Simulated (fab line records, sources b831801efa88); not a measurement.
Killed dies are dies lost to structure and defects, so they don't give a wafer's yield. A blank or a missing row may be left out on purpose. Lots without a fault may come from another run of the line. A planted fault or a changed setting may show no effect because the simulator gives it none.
Problem report in the 8D (eight disciplines) form, filled by code | flow sky130 | the parts of the form that need people (team, actions taken, sign-off) are left out

1. THE PROBLEM
rotation_deg at SKY_LDD_N_IMPLANT_14 reads a mean of 340.33 degrees on 6 wafers of 2 lots; wafers without a fault read 180.01 degrees with a standard deviation of 0.047. That is +99 or more standard deviations from the usual mean.
First seen on wafer L433.2, day 21 16:22, on implanter-01. The record holds 42 wafers of 14 lots with a number at this step. Rule for "out", or "out of limits": more than 4 standard deviations from the usual mean. The other wafers with a number count as sound.

2. WHAT IT IS AND WHAT IT IS NOT
question                    | is                     | is not
which readings at this step | rotation_deg           | faraday_current_uA
which lots                  | L433, L434             | L422, L423, L424, L426, L427, L429, L440, L441, L442, L443, L444, L445
which wafers of those lots  | all that have a number | -
read on which tools         | implanter-01           | implanter-02, implanter-03
when                        | from day 21 16:22      | up to then (18 sound wafers); but 18 sound wafers of L440, L441, L442, L443, L444, L445 came after

3. SUSPECTS, AND WHAT RULES EACH OUT
Counting: a tool at a process step up to the reading stays a suspect if it ran every lot that is out and no sound lot after the first of them.
- implanter-01 at SKY_LDD_N_IMPLANT_14: ruled out as a lasting fault. Sound lots L442 ran on it after its first lot that is out, L433 (day 21 16:22).
Left after counting: nothing in the record.

4. THE CAUSE (what the simulator had put in)
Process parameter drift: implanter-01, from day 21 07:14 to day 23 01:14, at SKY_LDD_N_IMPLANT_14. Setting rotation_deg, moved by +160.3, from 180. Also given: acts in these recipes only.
Counting ruled it out, wrongly.

5. THE CHAIN OF EFFECTS, in route order
Each row: a reading whose mean over the struck wafers that have a number lies more than 3 standard deviations from the usual. Only readings for which the record gives a usual standard deviation are gone through. hours: the time from each lot's start at the first step in this table that gives one to its start at this step, as a median over the lots. sigmas: the change in usual standard deviations.
hours | step                 | reading      | usual          | on struck wafers | change  | sigmas
0     | SKY_LDD_N_IMPLANT_14 | rotation_deg | 180.01 degrees | 340.33           | +160.32 | +99 or more
The process steps in it:
- SKY_LDD_N_IMPLANT_14
Later measuring or inspecting steps at which every struck wafer that the step has a row for has a number for every such reading, and none has moved that far: SKY_LI_CONTACT_CD_MEAS_12.

6. WHAT WOULD HAVE CAUGHT IT SOONER
In this record the first reading out of limits was taken at day 21 16:22, 9 hours after the fault began at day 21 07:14.
